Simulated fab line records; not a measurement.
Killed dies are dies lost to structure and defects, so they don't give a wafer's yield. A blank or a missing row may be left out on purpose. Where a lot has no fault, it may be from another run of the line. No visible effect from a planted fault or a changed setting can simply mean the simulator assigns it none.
Which tool did it? | flow gf180mcu | Sampling: 6 lots, 18 wafers, 3 of 602 route steps

## WHAT EACH GAUGE READ, for each wafer
GF_DUAL_GATE_THK_MEAS_03.
lot  | measured     | on            | DUAL_GATE_OXIDATION_00_THK (nm)
L720 | day 8 17:41  | film-metro-02 | 10.75 10.73 10.75
L723 | day 9 14:44  | film-metro-04 | 11.13 11.14 11.04
L725 | day 10 10:15 | film-metro-02 | 10.78 10.88 10.71
L728 | day 11 03:07 | film-metro-04 | 10.77 10.80 11.07
L735 | day 13 01:39 | film-metro-01 | 16.86 16.82 17.00 16.90 16.82 16.98
L737 | day 13 21:28 | film-metro-04 | 17.16 17.16 16.92 17.08 17.15 16.87

## TOOL THAT RAN EACH LOT (tool first, then ch and the chambers of the sampled wafers, then the start)
lot  | GF_VT_IMPLANT_STRIP_42               | GF_DUAL_GATE_OXIDATION_02
L720 | plasma-asher-01 ch 0,1, day 8 15:15  | furnace-01 ch 0, day 8 16:14
L723 | plasma-asher-03 ch 0,1, day 9 12:17  | furnace-01 ch 0, day 9 13:16
L725 | plasma-asher-03 ch 0,1, day 10 07:14 | furnace-01 ch 0, day 10 08:47
L728 | plasma-asher-03 ch 0,1, day 11 00:41 | furnace-02 ch 0, day 11 01:40
L735 | plasma-asher-02 ch 0,1, day 12 20:45 | furnace-01 ch 0, day 13 00:12
L737 | plasma-asher-03 ch 0,1, day 13 18:32 | furnace-01 ch 0, day 13 20:01
- GF_VT_IMPLANT_STRIP_42: strips in O2/N2.
- GF_DUAL_GATE_OXIDATION_02: stabilise 600 s, purge 300 s, target thk 10.887 nm.

## THE ANSWER, worked out from the rows above alone
Rule: the usual values come from the lots themselves. Put in order of their means at a reading, lots are off if they are a third of the lots or fewer, leave a main group of 4 or more, and stand apart from it by a gap of 3 or more times the standard deviation of the main group's means; of several such gaps the widest counts. The tables above print the reading to a certain number of digits; a main group whose means all agree to those digits is not used. Also off: a lot with no number at a reading for which 4 or more lots have one. Any other lot the step has rows for is counted as sound.
Off: L735, L737, at GF_DUAL_GATE_THK_MEAS_03 (DUAL_GATE_OXIDATION_00_THK). The main group has a mean of 10.88 nm with a standard deviation of 0.14.
A tool fits if, at a process step before that reading, it ran every lot that is off, and no sound lot after the first of them. The gauges at GF_DUAL_GATE_THK_MEAS_03 are tried like those tools. One candidate fits, namely furnace-01 at GF_DUAL_GATE_OXIDATION_02. A fault onset in the window from L725 (day 10 08:47, its last sound lot) to L735 (day 13 00:12, its first lot off) fits.

## WHAT WAS PUT IN BY THE SIMULATOR
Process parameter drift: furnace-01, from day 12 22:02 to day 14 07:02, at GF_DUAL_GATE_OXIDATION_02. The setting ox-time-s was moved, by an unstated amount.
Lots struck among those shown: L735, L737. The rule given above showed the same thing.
